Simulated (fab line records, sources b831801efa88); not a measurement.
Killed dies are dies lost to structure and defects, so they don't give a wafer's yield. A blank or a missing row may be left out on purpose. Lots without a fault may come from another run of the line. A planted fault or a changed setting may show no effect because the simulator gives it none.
Chamber matching | flow sky130 | SKY_METAL4_ETCH_17 on rie_diel-01: 4 sister chambers
The step etches SiO2 in C4F8/O2/Ar, stops on TiN, time 3.9 s, target depth 15 nm. 4 wafers are shown with their chamber, then 7 later ones without.

WAFERS WITH THEIR CHAMBER
wafer  | chamber | oes_product_au (a.u.)
L078.4 | 0       | 0.756
L079.1 | 2       | 0.752
L079.3 | 3       | 0.746
L083.5 | 1       | 0.760

WAFERS WITHOUT THEIR CHAMBER
wafer  | oes_product_au (a.u.)
L083.6 | 0.765
L089.1 | 0.753
L089.4 | 0.753
L089.6 | 0.748
L095.2 | 0.759
L095.3 | 0.762
L095.6 | 0.769

WHICH CHAMBER EACH WENT THROUGH
wafer  | from the rows above               | in truth
L083.6 | can't be placed: 1 or 0 or 2      | 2
L089.1 | can't be placed: 2 or 0 or 1 or 3 | 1
L089.4 | can't be placed: 2 or 0 or 1 or 3 | 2
L089.6 | can't be placed: 3 or 2 or 0      | 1
L095.2 | can't be placed: 1 or 0 or 2      | 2
L095.3 | can't be placed: 1 or 0 or 2      | 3
L095.6 | can't be placed: 1 or 0 or 2      | 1
Placed correctly: 0 of 7. Can't be placed from these rows: 7 (the true chamber is among the candidates in 5). Placed wrongly: 0.
How it was worked out, from the rows above alone: a wafer's distance from a chamber is the root of the sum, over the readings, of the square of ((its reading less the chamber's mean) divided by the reading's scatter). The wafer belongs to the nearest chamber; if the next one is less than 2 further off, it can't be placed. A chamber's mean is the mean of its shown wafers. The scatter: with one shown wafer a chamber, the root of the mean of the squares of how far each hidden wafer lies from its nearest shown one.
